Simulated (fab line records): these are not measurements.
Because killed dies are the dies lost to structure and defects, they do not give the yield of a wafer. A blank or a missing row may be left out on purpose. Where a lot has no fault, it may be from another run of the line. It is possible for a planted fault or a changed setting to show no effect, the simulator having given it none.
fab line records    flow sky130
record lots=12  wafers=36  lastDay=50
route steps=708 shown FIELD_ISO@17 VT_ADJUST_LVTN@118 SONOS_ONO@172
lots that met no fault: taken from a fault-free run of the same line
startH: start of the lot's first displayed wafer, in hours after the record's first day    waitH: how many hours have passed since the lot's step before this one    " repeats the value in the row above    L1.1+2: several wafers, shown together as one row    - either no value or no given start    * or withheld: withheld    < > ~ a bound
route shown NAME@n: NAME is a module with steps in the file, n the number in the route of the first one    usual: average and standard deviation across the fault-free wafers    same: alike in all rows    chamber/n: place in a boat    sites: each site's reading    _std_site: the values' standard deviation    _edge_site: inner sites' mean taken away from outer sites' mean    radiusMm: for every site, how far away it sits from the centre of the wafer    mask NAME#n: copy n    behind: tool/chamber where the wafer was last shaped    hold: why the lot went on hold/how many hours it stayed there/how the hold came to an end    device: the n, p or np transistor that did not switch    end of line: the route-end tests of the same wafers    a step given without rows: its recipe and nothing more    killed: count of dies lost to structure and defects at first sort (not the wafer's yield)    map: shows each die of a wafer: x if killed, . if not, _ if none is there
set.NAME: the setting that was run; set.NAME@STEP: the one run at that earlier step    model.NAME: the simulator's own value behind a step, which no gauge read
steps of the route over a sample of lots; a table a step, a row a wafer
services: when a tool's chamber went out of use (startH, in hours from the record's first day, below 0 if earlier), for how many hours, and the reason
## steps
# step SKY_FIELD_ISO_STRIP_16
# recipe chemistry=O2/N2  powerW=1400  pressureMtorr=1500  platenTempC=withheld  o2FlowSccm=3000  n2FlowSccm=300  overashFraction=0.5
# usual drypumpMotorCurrentA=5.7/0.34  oesProductAu=0.379/0.0049  stripTimeToEndpointS=3.558/0.026
lot.wafer  tool            chamber  startH  waitH  drypumpMotorCurrentA  oesProductAu  rfHoursCounterH  stripTimeToEndpointS
L596.2     plasmaAsher-02  0        28.92   0.0    5.3                   0.376         35               3.490
L596.3     "               0        "       "      5.3                   0.385         -                3.548
L596.6     "               0        "       "      5.3                   0.372         -                3.571
L597.3     plasmaAsher-02  1        35.79   0.1    5.7                   0.383         -                3.547
L597.5     "               1        "       "      5.8                   0.375         -                3.541
L597.6     "               0        "       "      5.3                   0.371         -                3.559
L598.1     plasmaAsher-04  0        41.85   0.0    5.9                   0.381         34               3.530
L598.3     "               1        "       "      6.2                   0.383         -                3.549
L598.4     "               0        "       "      5.9                   0.382         -                3.565
L599.2     plasmaAsher-01  0        45.80   0.0    5.2                   0.373         37               3.569
L599.4     "               0        "       "      5.2                   0.367         -                3.521
L599.6     "               0        "       "      5.3                   0.386         -                3.527
L603.2     plasmaAsher-01  1        65.71   0.0    5.6                   0.379         40               3.558
L603.3     "               1        "       "      5.6                   0.380         -                3.548
L603.6     "               0        "       "      5.2                   0.374         -                3.563
L604.2     plasmaAsher-04  0        69.97   0.0    5.9                   0.378         37               3.556
L604.3     "               1        "       "      6.2                   0.376         -                3.540
L604.5     "               0        "       "      5.9                   0.380         -                3.522
L605.2     plasmaAsher-04  0        75.86   0.0    5.9                   0.384         38               3.587
L605.3     "               0        "       "      5.9                   0.378         -                3.573
L605.4     "               1        "       "      6.2                   0.380         -                3.580
L614.2     plasmaAsher-01  1        120.76  0.0    5.6                   0.376         46               3.546
L614.4     "               0        "       "      5.3                   0.381         -                3.510
L614.6     "               1        "       "      5.6                   0.370         -                3.520
L615.1     plasmaAsher-04  0        128.70  0.0    5.9                   0.372         44               3.587
L615.5     "               1        "       "      6.2                   0.384         -                3.558
L615.6     "               0        "       "      5.9                   0.368         -                3.521
L617.1     plasmaAsher-02  0        137.32  0.0    5.3                   0.372         1                3.534
L617.4     "               1        "       "      5.7                   0.385         -                3.582
L617.5     "               1        "       "      5.7                   0.378         -                3.581
L618.1     plasmaAsher-04  0        143.65  0.0    5.9                   0.379         46               3.540
L618.3     "               0        "       "      5.9                   0.377         -                3.537
L618.4     "               1        "       "      6.2                   0.379         -                3.521
L619.2     plasmaAsher-02  0        148.65  0.0    5.3                   0.376         3                3.592
L619.4     "               0        "       "      5.3                   0.381         -                3.540
L619.5     "               0        "       "      5.3                   0.378         -                3.554
# step SKY_FIELD_ISO_THK_MEAS_23
# recipe reads=SiO2_of_FIELD_ISO_OXIDATION_22
# usual FIELD_ISO_OXIDATION_01_THK=9.90/0.15
lot.wafer  tool          chamber  startH  waitH  FIELD_ISO_OXIDATION_01_THK[nm]
L596.2     filmMetro-03  -        31.74   0.0    9.84
L596.3     "             -        "       "      10.00
L596.6     "             -        "       "      9.79
L597.3     filmMetro-02  -        38.75   0.0    9.79
L597.5     "             -        "       "      9.81
L597.6     "             -        "       "      9.81
L598.1     filmMetro-02  -        44.19   0.0    9.97
L598.3     "             -        "       "      9.91
L598.4     "             -        "       "      9.77
L599.2     filmMetro-03  -        47.99   0.0    10.08
L599.4     "             -        "       "      10.14
L599.6     "             -        "       "      10.05
L603.2     filmMetro-04  -        68.12   0.0    9.82
L603.3     "             -        "       "      9.95
L603.6     "             -        "       "      10.01
L604.2     filmMetro-02  -        71.67   0.0    9.81
L604.3     "             -        "       "      9.95
L604.5     "             -        "       "      9.87
L605.2     filmMetro-02  -        77.81   0.0    9.92
L605.3     "             -        "       "      9.92
L605.4     "             -        "       "      9.70
L614.2     filmMetro-04  -        122.81  0.0    9.89
L614.4     "             -        "       "      9.85
L614.6     "             -        "       "      9.93
L615.1     filmMetro-02  -        130.96  0.0    10.01
L615.5     "             -        "       "      10.05
L615.6     "             -        "       "      9.99
L617.1     filmMetro-02  -        144.16  0.0    10.16
L617.4     "             -        "       "      10.01
L617.5     "             -        "       "      9.92
L618.1     filmMetro-02  -        146.12  0.0    9.85
L618.3     "             -        "       "      9.93
L618.4     "             -        "       "      9.95
L619.2     filmMetro-04  -        150.28  0.0    10.08
L619.4     "             -        "       "      9.98
L619.5     "             -        "       "      10.04
# step SKY_VT_ADJUST_LVTN_TW_MEAS_21
# usual VT_ADJUST_LVTN_2_TW=189.5/0.92
lot.wafer  tool          chamber  startH  waitH  VT_ADJUST_LVTN_2_TW
L596.2     filmMetro-01  -        160.98  0.1    190.6
L596.3     "             -        "       "      188.3
L596.6     "             -        "       "      188.4
L597.3     filmMetro-04  -        169.48  0.1    190.3
L597.5     "             -        "       "      190.4
L597.6     "             -        "       "      188.8
L598.1     filmMetro-02  -        176.77  0.1    189.8
L598.3     "             -        "       "      189.3
L598.4     "             -        "       "      190.0
L599.2     filmMetro-04  -        181.03  0.1    189.6
L599.4     "             -        "       "      189.8
L599.6     "             -        "       "      190.1
L603.2     filmMetro-04  -        206.33  0.1    189.6
L603.3     "             -        "       "      190.0
L603.6     "             -        "       "      188.8
L604.2     filmMetro-04  -        211.68  0.1    189.4
L604.3     "             -        "       "      189.1
L604.5     "             -        "       "      188.9
L605.2     filmMetro-01  -        216.92  0.1    189.8
L605.3     "             -        "       "      189.6
L605.4     "             -        "       "      189.5
L614.2     filmMetro-01  -        281.98  0.1    190.2
L614.4     "             -        "       "      189.8
L614.6     "             -        "       "      189.6
L615.1     filmMetro-01  -        295.57  0.1    189.9
L615.5     "             -        "       "      190.7
L615.6     "             -        "       "      190.5
L617.1     filmMetro-01  -        309.76  0.1    190.4
L617.4     "             -        "       "      189.8
L617.5     "             -        "       "      189.9
L618.1     filmMetro-02  -        311.52  0.1    190.5
L618.3     "             -        "       "      189.2
L618.4     "             -        "       "      190.6
L619.2     filmMetro-04  -        315.27  0.1    188.9
L619.4     "             -        "       "      188.8
L619.5     "             -        "       "      189.1
# step SKY_SONOS_ONO_CVD_04
# recipe material=SiO2  precursor=SiH4/N2O  targetThkNm=5.7199  tempC=900  pressureMtorr=400
lot.wafer   tool      chamber  startH  waitH
L596.2+3+6  lpcvd-03  0        256.01  0.0
L597.3+5+6  lpcvd-03  0        261.90  0.0
L598.1+3+4  lpcvd-03  0        273.91  0.1
L599.2+4+6  lpcvd-03  1        281.10  0.0
L603.2+3+6  lpcvd-03  1        305.08  0.0
L604.2+3+5  lpcvd-03  1        314.09  0.0
L605.2+3+4  lpcvd-03  1        318.62  0.0
L614.2+4+6  lpcvd-03  0        396.17  0.0
L615.1+5+6  lpcvd-03  0        407.69  0.1
L617.1+4+5  lpcvd-03  1        424.87  0.1
L618.1+3+4  lpcvd-03  0        427.28  0.1
L619.2+4+5  lpcvd-03  1        430.40  0.0
# step SKY_SONOS_ONO_THK_MEAS_05
# recipe reads=SiO2_of_SONOS_ONO_CVD_04
# usual SONOS_ONO_CVD_04_THK=5.79/0.11
lot.wafer  tool          chamber  startH  waitH  hold                     SONOS_ONO_CVD_04_THK[nm]
L596.2     filmMetro-04  -        257.27  0.0    -                        5.89
L596.3     "             -        "       "      -                        5.93
L596.6     "             -        "       "      -                        5.95
L597.3     filmMetro-04  -        263.17  0.0    -                        5.73
L597.5     "             -        "       "      -                        5.70
L597.6     "             -        "       "      -                        5.76
L598.1     filmMetro-04  -        275.16  0.0    -                        5.71
L598.3     "             -        "       "      -                        5.71
L598.4     "             -        "       "      -                        5.69
L599.2     filmMetro-03  -        282.36  0.0    -                        5.91
L599.4     "             -        "       "      -                        5.84
L599.6     "             -        "       "      -                        5.78
L603.2     filmMetro-03  -        306.34  0.0    -                        5.76
L603.3     "             -        "       "      -                        5.79
L603.6     "             -        "       "      -                        5.69
L604.2     filmMetro-03  -        315.35  0.0    awaitDispo/0.2h/release  4.65
L604.3     "             -        "       "      awaitDispo/0.2h/release  4.70
L604.5     "             -        "       "      awaitDispo/0.2h/release  4.65
L604.2     filmMetro-03  -        315.65  0.3    -                        4.67
L604.3     "             -        "       "      -                        4.68
L604.5     "             -        "       "      -                        4.66
L605.2     filmMetro-03  -        319.88  0.0    awaitDispo/0.2h/release  4.51
L605.3     "             -        "       "      awaitDispo/0.2h/release  4.54
L605.4     "             -        "       "      awaitDispo/0.2h/release  4.53
L605.2     filmMetro-03  -        320.10  0.2    -                        4.51
L605.3     "             -        "       "      -                        4.58
L605.4     "             -        "       "      -                        4.47
L614.2     filmMetro-03  -        397.43  0.0    -                        5.89
L614.4     "             -        "       "      -                        5.91
L614.6     "             -        "       "      -                        5.86
L615.1     filmMetro-04  -        408.94  0.0    -                        5.74
L615.5     "             -        "       "      -                        5.77
L615.6     "             -        "       "      -                        5.71
L617.1     filmMetro-04  -        426.12  0.0    -                        5.81
L617.4     "             -        "       "      -                        5.76
L617.5     "             -        "       "      -                        5.85
L618.1     filmMetro-04  -        428.53  0.0    -                        5.91
L618.3     "             -        "       "      -                        5.72
L618.4     "             -        "       "      -                        5.80
L619.2     filmMetro-02  -        431.66  0.0    -                        5.85
L619.4     "             -        "       "      -                        5.82
L619.5     "             -        "       "      -                        5.87
## services
tool            chamber  startH  hours  kind
plasmaAsher-04  -        86.92   0.9    repair
plasmaAsher-01  -        87.88   3.7    repair
plasmaAsher-02  -        108.75  9.0    pm
plasmaAsher-02  0        108.75  9.0    ventCycle
plasmaAsher-02  1        108.75  9.0    ventCycle
plasmaAsher-02  0        117.75  -      clean
plasmaAsher-02  1        117.75  -      clean
plasmaAsher-02  -        118.07  5.0    repair
lpcvd-03        -        161.98  15.7   repair
lpcvd-03        -        215.57  14.6   pm
plasmaAsher-04  -        221.33  4.1    repair
plasmaAsher-01  -        257.98  5.9    repair
plasmaAsher-01  -        263.85  15.6   pm
plasmaAsher-02  -        277.41  13.9   pm
plasmaAsher-01  -        281.63  3.3    repair
plasmaAsher-02  -        311.71  8.1    repair
plasmaAsher-01  -        321.14  3.2    repair
plasmaAsher-04  -        324.07  2.8    pm
plasmaAsher-02  -        329.38  4.0    pm
lpcvd-03        -        409.26  1.4    repair
plasmaAsher-01  -        421.25  9.0    pm
plasmaAsher-01  0        421.25  9.0    ventCycle
plasmaAsher-01  1        421.25  9.0    ventCycle
plasmaAsher-01  0        430.25  -      clean
## key
firstSign step=SKY_SONOS_ONO_THK_MEAS_05  reading=visit  direction=added
effect step=SKY_SONOS_ONO_THK_MEAS_05  reading=SONOS_ONO_CVD_04_THK  direction=down  sigmas=11  usual=5.79  struck=4.60
metAt SKY_SONOS_ONO_CVD_04
struckLots L604,L605
testerLeftOut L604,L605
notActingAt SKY_FIELD_ISO_STRIP_16,SKY_FIELD_ISO_THK_MEAS_23,SKY_VT_ADJUST_LVTN_TW_MEAS_21
onsetBetween 305.08 314.09
fault kind=processParameterDrift  tool=lpcvd-03  chamber=-  onsetH=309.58  steps=SKY_SONOS_ONO_CVD_04  channel=targetThkNm  offset=-1.3659  shape=step  endH=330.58  stated=5.7199
# testerLeftOut: of these lots the tester's yield and bins aren't shown, on N5 and GAA mostly nor the transistor test; their killed dies are dies lost to structure and defects alone, not to doping, threshold or leakage, so they don't give the yield
